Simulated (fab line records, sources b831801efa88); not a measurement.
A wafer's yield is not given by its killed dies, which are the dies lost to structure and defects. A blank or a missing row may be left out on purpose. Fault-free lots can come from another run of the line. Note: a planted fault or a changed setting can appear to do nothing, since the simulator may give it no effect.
Which tool was responsible? / flow gf180mcu / 13 lots, 39 wafers sampled, at 3 steps of a route of 602

== WHAT THE GAUGES SHOWED, per wafer ==
GF_VT_IMPLANT_TW_MEAS_10.
lot=L630; measured=day 5 15:11; on=film_metro-04; VT_IMPLANT_TW=558 559 556
lot=L632; measured=day 6 00:50; on=film_metro-01; VT_IMPLANT_TW=566 566 565
lot=L633; measured=day 6 12:01; on=film_metro-01; VT_IMPLANT_TW=568 568 567
lot=L634; measured=day 6 17:08; on=film_metro-01; VT_IMPLANT_TW=564 565 566
lot=L635; measured=day 6 23:50; on=film_metro-01; VT_IMPLANT_TW=567 562 565
lot=L637; measured=day 7 11:05; on=film_metro-01; VT_IMPLANT_TW=564 565 563
lot=L640; measured=day 8 05:38; on=film_metro-01; VT_IMPLANT_TW=567 566 567
lot=L641; measured=day 8 10:59; on=film_metro-04; VT_IMPLANT_TW=556 559 557
lot=L648; measured=day 10 02:58; on=film_metro-03; VT_IMPLANT_TW=556 556 556
lot=L649; measured=day 10 10:59; on=film_metro-03; VT_IMPLANT_TW=625 629 628
lot=L650; measured=day 10 15:38; on=film_metro-03; VT_IMPLANT_TW=625 626 629
lot=L651; measured=day 11 00:19; on=film_metro-03; VT_IMPLANT_TW=555 558 560
lot=L652; measured=day 11 04:14; on=film_metro-04; VT_IMPLANT_TW=560 563 558

GF_HV_LDD_OVL_MEAS_47.
lot=L630; measured=day 12 08:13; on=overlay-01; HV_LDD_03_OVL (nm)=3.6 1.6 1.6
lot=L632; measured=day 12 17:16; on=overlay-01; HV_LDD_03_OVL (nm)=1.4 1.3 1.4
lot=L633; measured=day 13 11:34; on=overlay-02; HV_LDD_03_OVL (nm)=-0.1 -0.4 -0.6
lot=L634; measured=day 14 00:52; on=overlay-02; HV_LDD_03_OVL (nm)=1.5 1.4 0.9
lot=L635; measured=day 14 11:19; on=overlay-01; HV_LDD_03_OVL (nm)=-2.0 0.5 1.4
lot=L637; measured=day 15 16:19; on=overlay-02; HV_LDD_03_OVL (nm)=2.0 -0.2 -0.9
lot=L640; measured=day 16 08:45; on=overlay-01; HV_LDD_03_OVL (nm)=0.7 0.7 -0.1
lot=L641; measured=day 16 13:00; on=overlay-02; HV_LDD_03_OVL (nm)=2.6 3.8 1.2
lot=L648; measured=day 18 05:41; on=overlay-01; HV_LDD_03_OVL (nm)=2.7 2.4 2.2
lot=L649; measured=day 18 13:40; on=overlay-02; HV_LDD_03_OVL (nm)=2.2 0.3 1.2
lot=L650; measured=day 18 14:34; on=overlay-01; HV_LDD_03_OVL (nm)=-0.9 0.5 -2.4
lot=L651; measured=day 19 02:05; on=overlay-01; HV_LDD_03_OVL (nm)=0.3 0.6 -1.9
lot=L652; measured=day 19 10:27; on=overlay-01; HV_LDD_03_OVL (nm)=3.2 3.0 0.9

== EACH LOT AND THE TOOL THAT RAN IT (in order: tool; ch and the chambers of the sampled wafers; start) ==
lot=L630; GF_VT_IMPLANT_IMPLANT_08=implanter-02 ch 0, day 5 14:56
lot=L632; GF_VT_IMPLANT_IMPLANT_08=implanter-01 ch 0, day 6 00:35
lot=L633; GF_VT_IMPLANT_IMPLANT_08=implanter-01 ch 0, day 6 11:49
lot=L634; GF_VT_IMPLANT_IMPLANT_08=implanter-01 ch 0, day 6 16:53
lot=L635; GF_VT_IMPLANT_IMPLANT_08=implanter-03 ch 0, day 6 23:35
lot=L637; GF_VT_IMPLANT_IMPLANT_08=implanter-01 ch 0, day 7 10:50
lot=L640; GF_VT_IMPLANT_IMPLANT_08=implanter-03 ch 0, day 8 05:23
lot=L641; GF_VT_IMPLANT_IMPLANT_08=implanter-01 ch 0, day 8 10:44
lot=L648; GF_VT_IMPLANT_IMPLANT_08=implanter-02 ch 0, day 10 02:46
lot=L649; GF_VT_IMPLANT_IMPLANT_08=implanter-03 ch 0, day 10 10:46
lot=L650; GF_VT_IMPLANT_IMPLANT_08=implanter-03 ch 0, day 10 15:23
lot=L651; GF_VT_IMPLANT_IMPLANT_08=implanter-01 ch 0, day 11 00:07
lot=L652; GF_VT_IMPLANT_IMPLANT_08=implanter-01 ch 0, day 11 03:59
- GF_VT_IMPLANT_IMPLANT_08

== WHAT THE TOOLS THEMSELVES READ (means of the sampled wafers that have a number; where no wafer has one, the mark that the record gives instead) ==
GF_VT_IMPLANT_IMPLANT_08.
lot=L630 tool=implanter-02 dose_ions_cm2=8.29e+12 faraday_current_uA=47.3
lot=L632 tool=implanter-01 dose_ions_cm2=8.28e+12 faraday_current_uA=47.3
lot=L633 tool=implanter-01 dose_ions_cm2=8.29e+12 faraday_current_uA=46.7
lot=L634 tool=implanter-01 dose_ions_cm2=8.29e+12 faraday_current_uA=46.6
lot=L635 tool=implanter-03 dose_ions_cm2=8.30e+12 faraday_current_uA=47.2
lot=L637 tool=implanter-01 dose_ions_cm2=8.29e+12 faraday_current_uA=46.6
lot=L640 tool=implanter-03 dose_ions_cm2=8.29e+12 faraday_current_uA=46.0
lot=L641 tool=implanter-01 dose_ions_cm2=8.29e+12 faraday_current_uA=45.9
lot=L648 tool=implanter-02 dose_ions_cm2=8.30e+12 faraday_current_uA=47.7
lot=L649 tool=implanter-03 dose_ions_cm2=1.22e+13 faraday_current_uA=68.6
lot=L650 tool=implanter-03 dose_ions_cm2=1.22e+13 faraday_current_uA=68.2
lot=L651 tool=implanter-01 dose_ions_cm2=8.29e+12 faraday_current_uA=46.1
lot=L652 tool=implanter-01 dose_ions_cm2=8.28e+12 faraday_current_uA=47.5

== THE ANSWER, worked out from the rows above alone ==
Rule: usual is defined by the lots themselves. Put in order of their means at a reading, lots are off if they are a third of the lots or fewer, leave a main group of 4 or more, and stand apart from it by a gap of 3 or more times the standard deviation of the main group's means; of several such gaps the widest counts. If all means in a main group match to the digits the tables above print for the reading, that group is not used. Also off: a lot with no number at a reading for which 4 or more lots have one. Any other lot the step has rows for is counted as sound. The gauges are gone through in route order, then the tools' own readings, and for those a lot's mean is taken as printed above. At the first step where some lot is off, the reading lying furthest off is the one used; lots without a number count as furthest.
Off: L649, L650, at GF_VT_IMPLANT_TW_MEAS_10 (VT_IMPLANT_TW). For the main group the mean is 562 and the standard deviation 4.1.
If a tool, at a process step before that reading, ran all the lots that are off and no sound lot after the first of them, it fits. Not tried: the gauges at GF_VT_IMPLANT_TW_MEAS_10; whatever is off there is also off at GF_VT_IMPLANT_IMPLANT_08, on other tools, and gauge error can't account for it. One candidate fits, namely implanter-03 at GF_VT_IMPLANT_IMPLANT_08. A fault onset in the window from L640 (day 8 05:23, its last sound lot) to L649 (day 10 10:46, its first lot off) fits.
The tool's own readings at GF_VT_IMPLANT_IMPLANT_08 bear it out: on the lots that are off they differ by more than 5 times the standard deviation of the sound lots' means. dose_ions_cm2 reads 1.22e+13 there against 8.29e+12 on the sound lots; faraday_current_uA reads 68.4 there against 46.8 on the sound lots.

== WHAT THE SIMULATOR HAD INSERTED ==
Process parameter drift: implanter-03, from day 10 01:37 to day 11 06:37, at GF_VT_IMPLANT_IMPLANT_08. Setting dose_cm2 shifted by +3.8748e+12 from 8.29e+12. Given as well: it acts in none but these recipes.
Shown lots that were struck: L649, L650. The rule given above showed the same thing.
